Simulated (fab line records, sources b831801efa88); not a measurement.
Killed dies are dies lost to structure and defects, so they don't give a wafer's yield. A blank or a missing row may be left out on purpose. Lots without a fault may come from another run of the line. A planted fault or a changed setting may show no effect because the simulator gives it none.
Which tool did it? | flow sky130 | 12 lots, 36 wafers sampled, at 5 steps of a route of 708

WHAT THE GAUGES READ, wafer by wafer
SKY_VT_ADJUST_NCORE_OVL_MEAS_08. Usual: VT_ADJUST_NCORE_OVL -1.0 nm, standard deviation 1.2.
lot  | measured     | on         | VT_ADJUST_NCORE_OVL (nm) | flag
L578 | day 8 08:50  | overlay-01 | -2.5 -2.4 -2.8           |
L579 | day 8 16:40  | overlay-01 | -0.3 -1.8 -1.6           |
L580 | day 9 01:11  | overlay-02 | -2.0 -0.1 -0.5           |
L581 | day 9 06:49  | overlay-02 | 0.5 -1.1 -0.6            |
L583 | day 9 22:22  | overlay-02 | -1.9 -3.4 -2.4           |
L584 | day 10 08:53 | overlay-01 | 0.3 -1.8 -0.6            |
L588 | day 11 12:08 | overlay-02 | -1.9 -0.1 -0.9           |
L589 | day 11 19:44 | overlay-02 | -1.4 -2.2 -2.2           |
L595 | day 13 13:59 | overlay-02 | -0.1 -0.5 0.1            |
L597 | day 14 05:59 | overlay-01 | -1.6 0.4 0.9             |
L599 | day 14 18:11 | overlay-02 | 0.6 -2.6 1.4             |
L601 | day 15 18:02 | overlay-01 | -0.4 -3.4 -2.2           |

SKY_SONOS_TUNNEL_CD_MEAS_07: target cd 410 nm. Usual: cd_nm 410.4 nm, standard deviation 1.8.
lot  | measured     | on        | cd_nm (nm)        | flag
L578 | day 11 04:17 | cd_sem-01 | 411.5 411.6 412.8 |
L579 | day 11 13:07 | cd_sem-01 | 408.4 407.1 408.4 |
L580 | day 11 23:14 | cd_sem-02 | 411.1 411.0 409.0 |
L581 | day 12 03:56 | cd_sem-02 | 413.0 411.3 412.8 |
L583 | day 12 23:38 | cd_sem-01 | 409.5 410.7 409.2 |
L584 | day 13 10:16 | cd_sem-01 | 411.2 410.4 410.0 |
L588 | day 14 15:37 | cd_sem-01 | 408.3 410.2 409.2 |
L589 | day 15 00:23 | cd_sem-02 | 411.4 411.7 410.8 |
L595 | day 16 23:19 | cd_sem-01 | 413.8 412.9 410.3 |
L597 | day 17 17:20 | cd_sem-01 | 411.3 406.6 403.2 |
L599 | day 18 07:17 | cd_sem-01 | 409.8 411.1 408.6 |
L601 | day 19 10:14 | cd_sem-02 | 407.1 405.4 407.5 |

WHICH TOOL RAN EACH LOT (tool, then ch and the chambers of the sampled wafers, then the start)
lot  | SKY_VT_ADJUST_NCORE_STRIP_10         | SKY_VT_ADJUST_PCH_STRIP_09           | SKY_SONOS_TUNNEL_DEVELOP_06
L578 | plasma_asher-01 ch 1, day 8 09:01    | plasma_asher-02 ch 0, day 10 05:26   | litho_track-02 ch 0, day 11 04:08
L579 | plasma_asher-03 ch 0,1, day 8 16:50  | plasma_asher-02 ch 0,1, day 10 13:18 | litho_track-04 ch 0, day 11 12:58
L580 | plasma_asher-03 ch 0,1, day 9 01:23  | plasma_asher-03 ch 0,1, day 10 23:13 | litho_track-01 ch 0, day 11 23:05
L581 | plasma_asher-01 ch 0,1, day 9 06:59  | plasma_asher-03 ch 0,1, day 11 05:35 | litho_track-01 ch 0, day 12 03:47
L583 | plasma_asher-02 ch 0,1, day 9 22:34  | plasma_asher-03 ch 0, day 11 22:17   | litho_track-01 ch 0, day 12 23:29
L584 | plasma_asher-03 ch 0,1, day 10 09:04 | plasma_asher-04 ch 0,1, day 12 09:09 | litho_track-01 ch 0, day 13 10:07
L588 | plasma_asher-03 ch 0,1, day 11 12:19 | plasma_asher-04 ch 0,1, day 13 13:26 | litho_track-02 ch 0, day 14 15:28
L589 | plasma_asher-01 ch 0,1, day 11 19:55 | plasma_asher-04 ch 0,1, day 13 22:29 | litho_track-02 ch 0, day 15 00:14
L595 | plasma_asher-01 ch 0,1, day 13 14:10 | plasma_asher-03 ch 0,1, day 15 18:47 | litho_track-04 ch 0, day 16 23:10
L597 | plasma_asher-02 ch 0,1, day 14 06:10 | plasma_asher-02 ch 0,1, day 16 12:17 | litho_track-04 ch 0, day 17 17:11
L599 | plasma_asher-03 ch 0,1, day 14 18:22 | plasma_asher-02 ch 0,1, day 17 02:11 | litho_track-01 ch 0, day 18 07:08
L601 | plasma_asher-02 ch 0,1, day 15 18:13 | plasma_asher-02 ch 0,1, day 18 04:32 | litho_track-01 ch 0, day 19 10:05
- SKY_VT_ADJUST_NCORE_STRIP_10: strips in O2/N2.
- SKY_VT_ADJUST_PCH_STRIP_09: strips in O2/N2.
- SKY_SONOS_TUNNEL_DEVELOP_06: develop time 60 s.

WHAT THE TOOLS THEMSELVES READ (means of the sampled wafers that have a number; where no wafer has one, the mark that the record gives instead)
SKY_VT_ADJUST_NCORE_STRIP_10. Usual: chamber_pressure_mTorr 1499.9 mTorr, standard deviation 1.4; drypump_motor_current_A 5.6 A, standard deviation 0.47; o2_flow_sccm 3000 sccm, standard deviation 9.3; oes_product_au 0.715 a.u., standard deviation 0.0048; strip_time_to_endpoint_s 14.15 s, standard deviation 0.039.
lot  | tool            | chamber_pressure_mTorr (mTorr) | drypump_motor_current_A (A) | o2_flow_sccm (sccm) | oes_product_au (a.u.) | strip_time_to_endpoint_s (s) | flag
L578 | plasma_asher-01 | 1499.2                         | 6.1                         | 3007                | 0.713                 | 14.15                        |
L579 | plasma_asher-03 | 1501.4                         | 5.9                         | 2989                | 0.712                 | 14.20                        |
L580 | plasma_asher-03 | 1499.9                         | 5.6                         | 2988                | 0.721                 | 14.13                        |
L581 | plasma_asher-01 | 1499.4                         | 5.5                         | 3003                | 0.715                 | 14.16                        |
L583 | plasma_asher-02 | 1500.5                         | 5.7                         | 2999                | 0.714                 | 14.14                        |
L584 | plasma_asher-03 | 1497.6                         | 5.9                         | 2990                | 0.717                 | 14.12                        |
L588 | plasma_asher-03 | 1499.7                         | 5.9                         | 3003                | 0.712                 | 14.16                        |
L589 | plasma_asher-01 | 1498.8                         | 5.5                         | 2996                | 0.715                 | 14.13                        |
L595 | plasma_asher-01 | 1500.3                         | 5.5                         | 3000                | 0.716                 | 14.16                        |
L597 | plasma_asher-02 | 1499.8                         | 5.2                         | 3000                | 0.717                 | 14.20                        |
L599 | plasma_asher-03 | 1499.4                         | 5.6                         | 2999                | 0.716                 | 14.21                        |
L601 | plasma_asher-02 | 1499.1                         | 5.6                         | 2998                | 0.716                 | 14.15                        |

SKY_VT_ADJUST_PCH_STRIP_09. Usual: chamber_pressure_mTorr 1500.0 mTorr, standard deviation 1.3; drypump_motor_current_A 5.4 A, standard deviation 0.49; o2_flow_sccm 2998 sccm, standard deviation 9.4; oes_product_au 0.724 a.u., standard deviation 0.0048; strip_time_to_endpoint_s 36.94 s, standard deviation 0.098.
lot  | tool            | chamber_pressure_mTorr (mTorr) | drypump_motor_current_A (A) | o2_flow_sccm (sccm) | oes_product_au (a.u.) | strip_time_to_endpoint_s (s) | flag
L578 | plasma_asher-02 | 1498.7                         | 6.0                         | 2994                | 0.722                 | 36.88                        |
L579 | plasma_asher-02 | 1501.0                         | 5.6                         | 3000                | 0.726                 | 36.92                        |
L580 | plasma_asher-03 | 1500.8                         | 5.9                         | 3004                | 0.719                 | 36.98                        |
L581 | plasma_asher-03 | 1500.0                         | 5.9                         | 3010                | 0.723                 | 36.86                        |
L583 | plasma_asher-03 | 1500.1                         | 6.1                         | 2989                | 0.729                 | 36.96                        |
L584 | plasma_asher-04 | 1500.3                         | 5.4                         | 3001                | 0.716                 | 36.86                        |
L588 | plasma_asher-04 | 1500.2                         | 5.2                         | 2999                | 0.724                 | 37.12                        |
L589 | plasma_asher-04 | 1500.1                         | 5.4                         | 3000                | 0.724                 | 36.94                        |
L595 | plasma_asher-03 | 1499.7                         | 5.6                         | 3010                | 0.725                 | 36.85                        |
L597 | plasma_asher-02 | 1499.7                         | 5.2                         | 3000                | 0.723                 | 36.93                        |
L599 | plasma_asher-02 | 1501.1                         | 5.6                         | 2992                | 0.723                 | 36.96                        |
L601 | plasma_asher-02 | 1499.9                         | 5.2                         | 2994                | 0.727                 | 37.00                        |

THE ANSWER, worked out from the rows above alone
Rule: a lot is off if the mean of its wafers that have a number lies more than 3 standard deviations from the usual mean. A lot without any number at a reading at which 4 lots or more have one is off too. The other lots that the step has rows for count as sound. The gauges are gone through in route order, then the tools' own readings, and for those a lot's mean is taken as printed above. The first step at which some lot is off is used, and at that step the reading that is off furthest; a lot without a number counts as furthest.
No lot is off at any reading shown: from this, nothing can be told.

WHAT THE SIMULATOR HAD PUT IN
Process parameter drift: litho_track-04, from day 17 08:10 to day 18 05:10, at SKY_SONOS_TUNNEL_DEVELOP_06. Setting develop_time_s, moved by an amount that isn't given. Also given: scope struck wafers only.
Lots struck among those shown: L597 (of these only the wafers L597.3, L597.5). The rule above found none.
